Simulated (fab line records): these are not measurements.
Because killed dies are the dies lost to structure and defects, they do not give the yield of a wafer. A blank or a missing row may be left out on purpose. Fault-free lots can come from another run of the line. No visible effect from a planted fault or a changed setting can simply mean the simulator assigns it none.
8D (eight disciplines) problem report, filled in by code + flow gf180mcu + the parts of the form that need people (team, actions taken, sign-off) are left out

== 1. THE PROBLEM ==
Across 9 wafers from 3 lots, NSD_RS at GF_PSD_RS_MEAS_14 averages 42.51 ohm/sq, while fault-free wafers read 46.10 ohm/sq with a standard deviation of 0.085. That is -42 standard deviations from the usual mean.
The step: measures by four-point-probe.
Earliest sighting: wafer L704.1 on filmMetro-04 at day 16 18:03. The record holds 36 wafers of 12 lots with a number at this step. By rule, "out" or "out of limits" means more than 4 standard deviations away from the usual mean. The other wafers with a number count as sound.

== 2. WHAT IT IS, WHAT IT ISN'T ==
| question                    | is                         | is not                                                                                            |
|-----------------------------|----------------------------|---------------------------------------------------------------------------------------------------|
| which readings at this step | NSD_RS                     | -                                                                                                 |
| which lots                  | L704, L705, L706           | L698, L699, L700, L710, L715, L716, L717, L719, L720                                              |
| which wafers of those lots  | all that have a number     | -                                                                                                 |
| read on which gauges        | filmMetro-03, filmMetro-04 | filmMetro-02                                                                                      |
| when                        | from day 16 18:03          | up to then (9 sound wafers); but 18 sound wafers of L710, L715, L716, L717, L719, L720 came after |

== 3. SUSPECTS, AND WHAT RULES EACH OUT ==
Counting: any tool at a process step up to the reading is kept as a suspect provided that every lot that is out went through it and no sound lot did after the first of them.
- the gauge at GF_PSD_RS_MEAS_14 has been ruled out. 2 gauges (filmMetro-03, filmMetro-04) read the wafers that are out.
- rtpAnneal-01 at GF_PSD_RTA_13 (time 20 s): ruled out as a lasting fault. Following L704 (day 16 17:58), the first lot on it that is out, the sound lots L716, L719 were run on it.
Left after counting: nothing in the record.

== 4. THE CAUSE (what the simulator had put in) ==
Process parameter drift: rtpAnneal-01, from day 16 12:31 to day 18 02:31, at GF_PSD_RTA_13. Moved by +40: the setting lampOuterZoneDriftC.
It was ruled out by counting, in error; the rule expects a fault to strike all lots run on its tool from its start on, and this fault did not.

== 5. THE CHAIN OF EFFECTS, in route order ==
Each row: a reading where the mean over the struck wafers with a number is more than 3 standard deviations away from the usual. Readings are gone through only where the record gives a usual standard deviation; hours: the median, over the lots, of the time from a lot's start at the first step in this table giving one to that lot's start at this step; sigmas: the change measured in usual standard deviations.
| hours | step              | reading | usual         | on struck wafers | change | sigmas |
|-------|-------------------|---------|---------------|------------------|--------|--------|
| 0     | GF_PSD_RS_MEAS_14 | NSD_RS  | 46.10 ohm/sq  | 42.51            | -3.59  | -42    |
| 0     | GF_PSD_RS_MEAS_15 | PSD_RS  | 108.53 ohm/sq | 98.46            | -10.07 | -37    |

== 6. WHAT WOULD HAVE CAUGHT IT SOONER ==
The first out-of-limits reading at a measuring or inspecting step in this record came at day 16 18:03, 6 hours after the fault's start at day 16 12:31.
Of the tool readings at GF_PSD_RTA_13 for which the record gives a usual standard deviation, none was out on any struck wafer, so an alarm limit of 4 standard deviations on them would not have fired.
